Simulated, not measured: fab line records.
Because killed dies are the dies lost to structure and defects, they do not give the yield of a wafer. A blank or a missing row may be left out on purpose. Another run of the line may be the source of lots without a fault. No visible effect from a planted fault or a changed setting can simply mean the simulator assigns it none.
A struck lot beside a sound one + flow sky130 + 17 out of 708 route steps
Sound: the wafers L229.2, L229.4, L229.5. Struck: wafer L235.3 (L235.1, L235.6, from the same lot, were not struck and are left out); the cause is given at the end.
Per side, at each step with rows, come the tool, then ch with its chambers, and then its first start. Under that, the readings that differ: sound wafers + struck wafers + difference of the means + sigmas: that difference in standard deviations of wafers without a fault.
alike: words and numbers the same on both sides, and readings whose means are apart by under 2 such deviations; not compared: readings that were withheld, readings missing a value for some wafer, numbers with overlapping values and no deviation given by the record, and bounds like >300 which may hide the same value.
A row with sigmas, a row that says differs or no value, or rows on one side alone: a step with any of these is where the two part. Numbers that have no deviation but don't overlap get no sigmas and don't part them. A reading missing from all wafers of one side parts the sides only when that side holds two or more wafers.

SKY_VIA3_CMP_02: polishes SiO2.
  sound on cmp-02 ch 1,3, day 39 23:40; struck on cmp-01 ch 0, day 41 17:25
  alike: motor_current_A, slurry_flow_ml_min
SKY_VIA3_BOW_MEAS_03:
  struck on film_metro-03, day 41 17:37; sound on film_metro-03, day 39 23:59
  alike: VIA3_BOW
then, 8 steps without rows for these wafers: SKY_VIA3_DEHYDRATE_04 (time 60 s); SKY_VIA3_HMDS_05 (prime time 60 s); SKY_VIA3_COAT_06 (resist thk 60 nm); SKY_VIA3_COAT_07 (resist thk 450 nm); SKY_VIA3_SOFTBAKE_08 (time 90 s); SKY_VIA3_EXPOSE_09 (exposes mask VIM3, target cd 200 nm); SKY_VIA3_PEB_10; SKY_VIA3_DEVELOP_11 (develop time 60 s).
SKY_VIA3_CD_MEAS_12: the cd target is 200 nm.
  struck on cd_sem-01, day 42 16:13; sound on cd_sem-01, day 41 00:39
  alike: cd_nm
SKY_VIA3_OVL_MEAS_13:
  struck on overlay-02, day 42 16:20; sound on overlay-01, day 41 00:46
  alike: VIA3_OVL
SKY_VIA3_ETCH_14: etches BARC in N2/H2, stops on SiO2, time 45.9 s, target depth 60 nm.
  sound on rie_diel-02 ch 1,2,3, day 41 00:47; struck on rie_diel-02 ch 2, day 42 16:23
| reading                                     | sound                | struck | difference | sigmas |
|---------------------------------------------|----------------------|--------|------------|--------|
| throttle_valve_pct (%)                      | 13.236 13.237 13.237 | 13.215 | -0.022     | -2     |
| model.KrF-thick_of_VIA3_COAT_07.thk_nm (nm) | 394.5 393.1 393.1    | 403.3  | +9.7       |        |
  alike: bias_w, drypump_motor_current_A, h2_flow_sccm, oes_product_au
  not compared: rf_hours_counter_h
SKY_VIA3_ETCH_15: etches SiO2 in C4F8/O2/Ar, stops on TiN, target depth 507 nm, time 78 s.
  sound on rie_diel-02 ch 1,2,3, day 41 00:50; struck on rie_diel-02 ch 2, day 42 16:25
| reading                                     | sound           | struck | difference | sigmas |
|---------------------------------------------|-----------------|--------|------------|--------|
| model.KrF-thick_of_VIA3_COAT_07.thk_nm (nm) | 294 291.9 289.3 | 302.6  | +10.9      |        |
  alike: bias_w, oes_product_au
  not compared: rf_hours_counter_h
SKY_VIA3_STRIP_16: strips in O2/N2.
  sound on plasma_asher-03 ch 0,1, day 41 00:53; struck on plasma_asher-04 ch 0, day 42 16:29
| reading                      | sound             | struck | difference | sigmas |
|------------------------------|-------------------|--------|------------|--------|
| strip_time_to_endpoint_s (s) | 4.155 4.143 4.113 | 4.247  | +0.110     | +4     |
  alike: drypump_motor_current_A, oes_product_au
  not compared: rf_hours_counter_h
then, 1 step without rows for these wafers: SKY_VIA3_STRIP_17 (strips in post etch residue remover, time 1200 s).
-- the record jumps here: 6 days lie between the struck wafers' starts before and after (it left off in module VIA3 and takes up again in module PAD_OPEN, whose first step shown is number 708 of the route) --
SKY_PAD_OPEN_PROBE_99:
  the record has rows for the struck wafers here (prober-02, day 48 06:47) and none for the sound ones

== WHERE THEY PART ==
First at SKY_VIA3_ETCH_14; last, within this record, at SKY_PAD_OPEN_PROBE_99.

WHY: what had been put in by the simulator
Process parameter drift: rie_diel-02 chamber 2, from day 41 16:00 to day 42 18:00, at SKY_VIA3_ETCH_14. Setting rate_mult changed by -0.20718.
